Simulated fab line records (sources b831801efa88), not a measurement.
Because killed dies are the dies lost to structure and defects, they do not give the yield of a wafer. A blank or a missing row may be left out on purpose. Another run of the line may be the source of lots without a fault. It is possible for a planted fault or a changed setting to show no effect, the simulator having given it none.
fab line records	flow sky130
record lots=6	wafers=18	last-day=50
route steps=708 shown METAL4@622 PAD_OPEN@708
lots with no fault: from the same line, run without faults
start-h: hours from the record's first day to the start of the lot's first wafer shown	wait-h: hours since the lot's step before	" as in the row above	L1.1+2: a row that stands for several wafers	- no value, or no start given	* or withheld: withheld	< > ~ a bound
route shown NAME@n: NAME is a module with steps in the file, n the number in the route of the first one	usual: mean and standard deviation over wafers with no fault	same: alike in all rows	chamber/n: place in a boat	sites: per-site readings	_std_site: standard deviation across them	_edge_site: mean of outer sites minus mean of inner sites	radius-mm: how far each site lies from the wafer's centre	mask NAME#n: copy n	behind: the last tool/chamber to shape the wafer	hold: why the lot was held/for how many hours/how that ended	device: names the non-switching transistor (n, p or np)	end of line: the tests these same wafers got at the end of their route	for a step that has no rows: nothing shown but its recipe	killed: count of dies lost to structure and defects at first sort (not the wafer's yield)	map: dies across one wafer; x = killed, . = not, _ = none there
set.NAME: the setting that was run; set.NAME@STEP: the one run at that earlier step	model.NAME: the simulator's own value behind a step, which no gauge read
lots seen at some steps along the route; tables by step, rows by wafer
services: the hour from which a tool's chamber was out of use, counted from the record's first day as start-h (under 0 if before that day), plus the number of hours and why
## steps
# step SKY_METAL4_HMDS_06
# recipe prime-time-s=60	prime-temp-c=120
# step SKY_METAL4_COAT_07
# recipe resist=BARC	temp-c=withheld	time-s=withheld	spin-rpm=3000	resist-thk-nm=60
# step SKY_METAL4_COAT_08
# recipe resist=KrF-thick	spin-rpm=3000	resist-thk-nm=1140
# step SKY_METAL4_SOFTBAKE_09
# recipe temp-c=100	time-s=90	resist=KrF-thick
# step SKY_METAL4_EXPOSE_10
# recipe mask-id=MM4	na=0.68	source-shape=annular	sigma-inner=0.4	sigma-outer=0.8	target-cd-nm=300	dose-mj=28
# step SKY_METAL4_PEB_11
# recipe peb-temp-c=withheld	peb-time-s=withheld	resist=KrF-thick
# step SKY_METAL4_DEVELOP_12
# recipe develop-time-s=60	resist=KrF-thick	dev-temp-c=21
# step SKY_METAL4_CD_MEAS_13
# recipe target-cd-nm=300
# usual cd-nm=300.3/1.5
lot.wafer	tool	chamber	start-h	wait-h	cd-nm
L160.1	cd-sem-01	-	997.23	-	299.2
L160.2	"	-	"	"	299.7
L160.6	"	-	"	"	300.0
L163.2	cd-sem-02	-	1016.86	-	299.5
L163.4	"	-	"	"	299.9
L163.5	"	-	"	"	298.9
L165.1	cd-sem-01	-	1023.98	-	299.7
L165.3	"	-	"	"	300.4
L165.5	"	-	"	"	299.9
L170.2	cd-sem-01	-	1055.49	-	296.6
L170.5	"	-	"	"	296.8
L170.6	"	-	"	"	299.1
L180.3	cd-sem-02	-	1115.63	-	300.1
L180.5	"	-	"	"	300.6
L180.6	"	-	"	"	299.8
L181.1	cd-sem-02	-	1123.63	-	298.2
L181.3	"	-	"	"	297.6
L181.6	"	-	"	"	298.7
# step SKY_METAL4_OVL_MEAS_14
# usual METAL4_OVL=-3/5.5
lot.wafer	tool	chamber	start-h	wait-h	METAL4_OVL[nm]
L160.1	overlay-02	-	997.35	0.1	-1
L160.2	"	-	"	"	-13
L160.6	"	-	"	"	-12
L163.2	overlay-01	-	1016.97	0.1	5
L163.4	"	-	"	"	8
L163.5	"	-	"	"	0
L165.1	overlay-01	-	1024.10	0.1	2
L165.3	"	-	"	"	4
L165.5	"	-	"	"	-4
L170.2	overlay-01	-	1055.60	0.1	-5
L170.5	"	-	"	"	-10
L170.6	"	-	"	"	-13
L180.3	overlay-01	-	1115.73	0.1	-1
L180.5	"	-	"	"	-4
L180.6	"	-	"	"	-8
L181.1	overlay-02	-	1123.75	0.1	0
L181.3	"	-	"	"	1
L181.6	"	-	"	"	-3
# step SKY_METAL4_DESCUM_15
# recipe chemistry=O2	source-power-w=150	bias-power-w=0	pressure-mtorr=10	temp-c=40	time-s=8
# usual drypump-motor-current-A=5.6/0.37	oes-product-au=1.000/0.013
lot.wafer	tool	chamber	start-h	wait-h	drypump-motor-current-A	oes-product-au	rf-hours-counter-h
L160.1	rie-metal-04	0	997.38	0.0	5.7	1.018	6
L160.2	"	0	"	"	5.7	1.012	-
L160.6	"	0	"	"	5.7	1.010	-
L163.2	rie-metal-04	0	1017.01	0.0	5.7	1.010	-
L163.4	"	0	"	"	5.7	1.014	-
L163.5	"	0	"	"	5.7	1.011	-
L165.1	rie-metal-03	0	1024.13	0.0	5.0	1.002	9
L165.3	"	1	"	"	6.1	1.025	-
L165.5	"	0	"	"	5.0	0.995	-
L170.2	rie-metal-03	1	1055.63	0.0	6.2	1.015	25
L170.5	"	0	"	"	5.0	0.991	-
L170.6	"	1	"	"	6.2	1.021	-
L180.3	rie-metal-01	1	1115.76	0.0	5.4	0.986	-
L180.5	"	0	"	"	5.6	0.995	-
L180.6	"	1	"	"	5.4	0.983	-
L181.1	rie-metal-04	1	1123.78	0.0	5.7	0.990	7
L181.3	"	1	"	"	5.7	0.989	-
L181.6	"	0	"	"	5.7	1.011	-
# step SKY_METAL4_ETCH_16
# recipe chemistry=N2/H2	target=BARC	ion-energy-ev=200	bias-w=100	pressure-mtorr=30	n2-flow-sccm=100	h2-flow-sccm=200	icp-w=500	stop-on=SiO2	time-s=88.2	target-depth-a=600
# usual drypump-motor-current-A=5.6/0.37	oes-product-au=0.626/0.0047	run-length-s=116.7/0.33	throttle-valve-pct=13.204/0.0097
lot.wafer	tool	chamber	start-h	wait-h	drypump-motor-current-A	oes-product-au	rf-hours-counter-h	run-length-s	throttle-valve-pct
L160.1	rie-metal-04	0	997.45	0.1	5.7	0.624	6	116.9	13.201
L160.2	"	0	"	"	5.7	0.619	-	116.6	13.197
L160.6	"	0	"	"	5.7	0.630	-	116.5	13.205
L163.2	rie-metal-04	0	1017.09	0.1	5.7	0.634	-	116.4	13.207
L163.4	"	0	"	"	5.7	0.627	-	116.9	13.192
L163.5	"	0	"	"	5.7	0.634	-	117.2	13.216
L165.1	rie-metal-03	0	1024.16	0.0	5.0	0.621	9	116.4	13.197
L165.3	"	1	"	"	6.1	0.623	-	116.0	13.200
L165.5	"	0	"	"	5.0	0.630	-	116.8	13.210
L170.2	rie-metal-03	1	1055.66	0.0	6.2	0.622	25	116.0	13.207
L170.5	"	0	"	"	5.0	0.612	-	116.9	13.201
L170.6	"	1	"	"	6.2	0.628	-	116.1	13.208
L180.3	rie-metal-01	1	1115.81	0.0	5.4	0.624	-	116.8	13.183
L180.5	"	0	"	"	5.6	0.627	-	116.3	13.187
L180.6	"	1	"	"	5.4	0.629	-	117.0	13.208
L181.1	rie-metal-04	1	1123.81	0.0	5.7	0.634	7	117.4	13.201
L181.3	"	1	"	"	5.7	0.630	-	117.1	13.214
L181.6	"	0	"	"	5.7	0.619	-	116.8	13.206
# step SKY_METAL4_ETCH_17
# recipe target=SiO2	stop-on=TiN	chemistry=C4F8/O2/Ar	source-w=1500	bias-w=1200	pressure-mtorr=40	c4f8-flow-sccm=withheld	O2_flow_sccm=6	Ar_flow_sccm=300	time-s=3.9	target-depth-a=150
# usual oes-product-au=0.752/0.0062
lot.wafer	tool	chamber	start-h	wait-h	oes-product-au	rf-hours-counter-h
L160.1	rie-diel-04	2	997.64	0.2	0.756	26
L160.2	"	1	"	"	0.755	14
L160.6	"	3	"	"	0.763	-
L163.2	rie-diel-04	0	1017.26	0.1	0.739	13
L163.4	"	1	"	"	0.747	15
L163.5	"	1	"	"	0.743	-
L165.1	rie-diel-01	0	1024.26	0.1	0.742	20
L165.3	"	3	"	"	0.754	16
L165.5	"	3	"	"	0.752	-
L170.2	rie-diel-04	0	1055.76	0.1	0.741	14
L170.5	"	2	"	"	0.757	-
L170.6	"	1	"	"	0.748	-
L180.3	rie-diel-04	0	1115.88	0.0	0.763	16
L180.5	"	1	"	"	0.756	-
L180.6	"	0	"	"	0.758	-
L181.1	rie-diel-01	3	1123.91	0.1	0.748	19
L181.3	"	2	"	"	0.755	18
L181.6	"	2	"	"	0.757	-
# step SKY_METAL4_METAL_ETCH_18
# recipe target-depth-a=8450	stop-on=SiO2	over-etch-frac=0.3	time-s=183.1	chemistry=Cl2/BCl3	resist-sidewall-deg=88	pressure-mtorr=10	icp-w=900	bias-w=48.5	Cl2_flow_sccm=60	bcl3-flow-sccm=30
# usual drypump-motor-current-A=5.5/0.37	oes-product-au=0.865/0.0055	run-length-s=211.5/0.33	throttle-valve-pct=22.264/0.0092
lot.wafer	tool	chamber	start-h	wait-h	drypump-motor-current-A	oes-product-au	rf-hours-counter-h	run-length-s	throttle-valve-pct	model.KrF-thick_of_METAL4_COAT_08.thk-nm
L160.1	rie-metal-01	0	997.66	0.0	5.6	0.864	15	211.8	22.257	527.9
L160.2	"	1	"	"	5.4	0.872	9	211.5	22.273	553.6
L160.6	"	0	"	"	5.6	0.861	-	211.3	22.278	532.5
L163.2	rie-metal-03	1	1017.28	0.0	6.2	0.855	22	211.4	22.286	509.2
L163.4	"	0	"	"	5.0	0.865	-	211.8	22.248	528.4
L163.5	"	0	"	"	5.0	0.874	-	211.4	22.257	531.5
L165.1	rie-metal-01	1	1024.28	0.0	5.4	0.870	11	211.7	22.264	547.2
L165.3	"	1	"	"	5.4	0.845	-	221.7	22.265	511.1
L165.5	"	1	"	"	5.4	0.873	-	211.2	22.262	546
L170.2	rie-metal-01	0	1055.78	0.0	5.6	0.841	19	221.8	22.249	489.4
L170.5	"	0	"	"	5.6	0.861	-	211.9	22.243	518.2
L170.6	"	1	"	"	5.4	0.870	-	211.7	22.275	542.1
L180.3	rie-metal-03	1	1115.96	0.1	6.2	0.865	-	211.4	22.262	514.4
L180.5	"	0	"	"	5.0	0.868	-	211.7	22.261	536.2
L180.6	"	1	"	"	6.1	0.866	-	211.3	22.255	511.9
L181.1	rie-metal-03	1	1123.93	0.0	6.1	0.866	4	211.3	22.256	512.2
L181.3	"	0	"	"	5.0	0.872	-	211.3	22.257	520.2
L181.6	"	1	"	"	6.1	0.871	-	211.2	22.277	507.3
# step SKY_METAL4_STRIP_19
# recipe chemistry=O2/N2	power-w=1400	pressure-mtorr=1500	platen-temp-c=withheld	o2-flow-sccm=3000	n2-flow-sccm=300	overash-fraction=0.5
# usual drypump-motor-current-A=5.59/0.21	oes-product-au=0.502/0.007	strip-time-to-endpoint-s=6.54/0.13
lot.wafer	tool	chamber	start-h	wait-h	drypump-motor-current-A	oes-product-au	rf-hours-counter-h	strip-time-to-endpoint-s
L160.1	plasma-asher-04	1	997.84	0.1	5.43	0.498	87	6.54
L160.2	"	0	"	"	5.67	0.514	87	6.78
L160.6	"	0	"	"	5.67	0.505	-	6.59
L163.2	plasma-asher-02	0	1017.46	0.1	5.35	0.489	121	6.36
L163.4	"	1	"	"	5.58	0.507	-	6.54
L163.5	"	1	"	"	5.59	0.506	-	6.58
L165.1	plasma-asher-01	1	1024.46	0.1	5.97	0.507	28	6.72
L165.3	"	1	"	"	5.99	0.497	-	6.39
L165.5	"	1	"	"	5.90	0.512	-	6.73
L170.2	plasma-asher-01	0	1055.95	0.1	5.45	0.486	31	6.17
L170.5	"	1	"	"	5.96	0.505	-	6.46
L170.6	"	0	"	"	5.45	0.501	-	6.69
L180.3	plasma-asher-02	1	1116.11	0.1	5.60	0.501	-	6.41
L180.5	"	1	"	"	5.57	0.501	-	6.65
L180.6	"	0	"	"	5.33	0.491	-	6.39
L181.1	plasma-asher-01	0	1124.11	0.1	5.46	0.499	38	6.40
L181.3	"	1	"	"	5.94	0.504	-	6.47
L181.6	"	0	"	"	5.46	0.492	-	6.33
# step SKY_PAD_OPEN_PROBE_99
# usual defect-limited-yield=81.9/2	killed_at_M0_to_M3=43/6.5	killed_at_M4_up=3.2/1.8	killed-at-contacts=26/5.2	killed-at-front-end=16/4.8	killed-at-other=0.3/0.6	killed-dies=89/9.6	killed-on-rim=17/3.7	killed-open=48/7.1	killed-short=40/6.4	sort_bin_3_pad_short=0.9/0.37	sort_bin_5_function=10.7/1.4	sort_bin_6_memory=6.5/1.2	sort-n-pass=403/9.6	sort-yield-pct=81.9/2
# same gross-dies=492	killed-at-back-side=0	sort_bin_4_leakage[%]=0	sort_bin_8_speed[%]=0
lot.wafer	tool	chamber	start-h	wait-h	defect-limited-yield[%]	killed_at_M0_to_M3	killed_at_M4_up	killed-at-contacts	killed-at-front-end	killed-at-other	killed-dies	killed-on-rim	killed-open	killed-short	sort_bin_3_pad_short[%]	sort_bin_5_function[%]	sort_bin_6_memory[%]	sort-n-pass	sort-yield-pct[%]
L160.1	prober-02	-	1093.28	0.1	78.5	55	5	29	17	0	106	17	58	48	1.4	13.8	6.3	386	78.5
L160.2	prober-02	-	1093.33	0.1	84.6	40	2	25	8	1	76	15	41	34	1.8	7.7	5.9	416	84.6
L160.6	prober-02	-	1093.53	0.2	82.3	37	2	25	22	1	87	17	44	42	0.6	10.6	6.5	405	82.3
L163.2	prober-02	-	1109.20	0.1	82.9	42	2	23	17	0	84	13	56	27	0.6	9.8	6.7	408	82.9
L163.4	prober-02	-	1109.30	0.2	82.5	38	5	29	13	1	86	15	52	33	1.2	10.4	5.9	406	82.5
L163.5	prober-02	-	1109.35	0.2	82.5	38	1	29	18	0	86	21	50	35	0.8	11.8	4.9	406	82.5
L165.1	prober-02	-	1117.49	0.1	81.9	44	4	24	17	0	89	18	47	42	1.2	10.8	6.1	403	81.9
L165.3	prober-02	-	1117.59	0.2	82.9	37	3	26	18	0	84	15	49	35	0	11.4	5.7	408	82.9
L165.5	prober-02	-	1117.69	0.2	81.9	45	1	24	19	0	89	19	48	40	0.2	11.6	6.3	403	81.9
L180.3	prober-01	-	1192.20	0.2	78.3	51	4	30	21	1	107	20	62	44	0.6	14.4	6.7	385	78.3
L180.5	prober-01	-	1192.30	0.2	80.9	57	3	15	17	2	94	20	45	49	0.4	9.6	9.1	398	80.9
L180.6	prober-01	-	1192.35	0.2	82.5	41	2	26	15	2	86	14	50	35	0.2	11.2	6.1	406	82.5
L181.1	prober-02	-	1199.03	0.1	79.5	37	1	41	21	1	101	22	61	40	0.6	11.4	8.5	391	79.5
L181.3	prober-02	-	1199.13	0.2	80.5	50	0	33	13	0	96	14	51	45	1.4	11.8	6.3	396	80.5
L181.6	prober-02	-	1199.28	0.2	82.3	44	2	25	16	0	87	17	41	46	2.0	10.0	5.7	405	82.3
# killed by level:class
L160.1 LI_CONTACT:geometric-particle:open=15 VIA1:geometric-particle:open=11 METAL2:geometric-particle:short=10 VIA1:geometric-particle:short=9 VIA2:geometric-particle:open=8 CONTACT:geometric-particle:open=6 POLY_GATE:geometric-particle:short=4 METAL3:geometric-particle:short=4
L160.2 CONTACT:geometric-particle:open=9 VIA1:geometric-particle:open=7 LI_CONTACT:geometric-particle:open=7 VIA2:geometric-particle:open=7 CONTACT:geometric-particle:short=6 METAL1:geometric-particle:short=5 VIA1:geometric-particle:short=5 METAL2:geometric-particle:short=4
L160.6 CONTACT:geometric-particle:open=9 VIA1:geometric-particle:open=8 POLY_GATE:geometric-particle:short=7 CONTACT:geometric-particle:short=7 VIA3:geometric-particle:open=7 VIA2:geometric-particle:open=7 FIELD_ISO:geometric-particle:short=5 LI_CONTACT:geometric-particle:short=4
L163.2 CONTACT:geometric-particle:open=10 VIA1:geometric-particle:open=10 VIA3:geometric-particle:open=10 LI_CONTACT:geometric-particle:open=9 FIELD_ISO:geometric-particle:short=5 VIA3:geometric-particle:short=5 VIA2:geometric-particle:open=5 SPACER:geometric-particle:open=3
L163.4 CONTACT:geometric-particle:open=15 VIA1:geometric-particle:open=13 LI_CONTACT:geometric-particle:open=8 METAL1:geometric-particle:short=6 POLY_GATE:geometric-particle:short=4 LI_CONTACT:geometric-particle:short=4 VIA1:geometric-particle:short=4 METAL4:geometric-particle:short=4
L163.5 CONTACT:geometric-particle:open=13 VIA1:geometric-particle:open=12 METAL1:geometric-particle:short=6 CONTACT:geometric-particle:short=6 VIA3:geometric-particle:open=6 LOCAL_INTERCONNECT:geometric-particle:short=5 FIELD_ISO:geometric-particle:open=4 SPACER:geometric-particle:open=3
L165.1 VIA1:geometric-particle:open=11 CONTACT:geometric-particle:open=8 VIA2:geometric-particle:open=7 CONTACT:geometric-particle:short=6 FIELD_ISO:geometric-particle:short=5 VIA3:geometric-particle:short=5 VIA3:geometric-particle:open=5 LI_CONTACT:geometric-particle:open=4
L165.3 CONTACT:geometric-particle:open=10 VIA1:geometric-particle:open=7 LI_CONTACT:geometric-particle:open=6 VIA3:geometric-particle:open=6 VIA2:geometric-particle:open=6 METAL1:geometric-particle:short=5 FIELD_ISO:geometric-particle:open=4 VIA1:geometric-particle:short=3
L165.5 VIA1:geometric-particle:open=18 LI_CONTACT:geometric-particle:open=9 CONTACT:geometric-particle:open=6 POLY_GATE:geometric-particle:short=5 VIA3:geometric-particle:short=5 VIA1:geometric-particle:short=5 METAL2:geometric-particle:short=4 METAL1:geometric-particle:short=4
L180.3 CONTACT:geometric-particle:open=17 VIA1:geometric-particle:open=9 LI_CONTACT:geometric-particle:open=8 VIA3:geometric-particle:open=8 FIELD_ISO:geometric-particle:short=7 VIA1:geometric-particle:short=6 VIA2:geometric-particle:open=6 METAL1:geometric-particle:short=5
L180.5 VIA1:geometric-particle:open=14 CONTACT:geometric-particle:open=9 METAL2:geometric-particle:short=9 VIA1:geometric-particle:short=8 VIA2:geometric-particle:open=6 METAL1:geometric-particle:short=6 VIA3:geometric-particle:short=6 POLY_GATE:geometric-particle:short=5
L180.6 VIA1:geometric-particle:open=16 CONTACT:geometric-particle:open=12 METAL2:geometric-particle:short=7 FIELD_ISO:geometric-particle:open=6 LI_CONTACT:geometric-particle:open=6 LOCAL_INTERCONNECT:geometric-particle:short=5 METAL1:geometric-particle:short=4 VIA3:geometric-particle:open=4
L181.1 CONTACT:geometric-particle:open=15 VIA1:geometric-particle:open=11 FIELD_ISO:geometric-particle:short=8 LOCAL_INTERCONNECT:geometric-particle:short=8 LI_CONTACT:geometric-particle:open=8 CONTACT:geometric-particle:short=7 VIA2:geometric-particle:open=7 VIA3:geometric-particle:open=7
L181.3 LI_CONTACT:geometric-particle:open=11 CONTACT:geometric-particle:open=10 VIA2:geometric-particle:open=9 VIA1:geometric-particle:open=7 METAL2:geometric-particle:short=7 VIA3:geometric-particle:short=6 METAL3:geometric-particle:short=5 CONTACT:geometric-particle:short=4
L181.6 VIA1:geometric-particle:short=10 LI_CONTACT:geometric-particle:open=9 LOCAL_INTERCONNECT:geometric-particle:short=6 METAL1:geometric-particle:short=6 METAL2:geometric-particle:short=6 VIA2:geometric-particle:open=6 POLY_GATE:geometric-particle:open=5 VIA1:geometric-particle:open=5
## services
tool	chamber	start-h	hours	kind
rie-diel-01	2	976.43	15.6	repair
rie-metal-04	1	994.35	-	clean
rie-metal-04	1	994.35	27.3	scheduled-down
rie-metal-04	1	994.35	27.3	vent-cycle
rie-metal-04	-	998.82	0.6	repair
plasma-asher-04	-	1051.77	4.3	repair
rie-metal-04	-	1053.88	0.9	repair
plasma-asher-02	-	1055.25	9.0	pm
plasma-asher-02	0	1055.25	9.0	vent-cycle
plasma-asher-02	1	1055.25	9.0	vent-cycle
rie-metal-03	1	1057.75	-	clean
rie-metal-03	1	1057.75	20.1	scheduled-down
rie-metal-03	1	1057.75	20.1	vent-cycle
plasma-asher-02	0	1064.25	-	clean
plasma-asher-02	1	1064.25	-	clean
plasma-asher-02	-	1078.11	4.3	pm
rie-diel-01	-	1095.53	0.4	repair
rie-metal-04	0	1096.18	17.8	repair
rie-diel-01	1	1110.20	18.9	repair
rie-diel-04	2	1121.66	-	clean
rie-diel-04	2	1121.66	19.7	scheduled-down
rie-diel-04	2	1121.66	19.7	vent-cycle
## key
first-sign step=SKY_METAL4_METAL_ETCH_18	reading=run-length-s	direction=up	sigmas=31	usual=*	struck=*
effect step=SKY_METAL4_METAL_ETCH_18	reading=oes-product-au	direction=down	sigmas=4	usual=0.865	struck=0.843
model-effect step=SKY_METAL4_METAL_ETCH_18	value=KrF-thick_of_METAL4_COAT_08.thk-nm	without=531.1	struck=500.3
met-at SKY_METAL4_METAL_ETCH_18
struck-wafers L165.3,L170.2
onset-between 997.66 1024.28
fault kind=process-parameter-drift	tool=rie-metal-01	chamber=-	onset-h=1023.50	steps=SKY_METAL4_METAL_ETCH_18	channel=time-s	offset=*	shape=step	end-h=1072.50	scope=struck-wafers-only	acts-in=*	stated=*
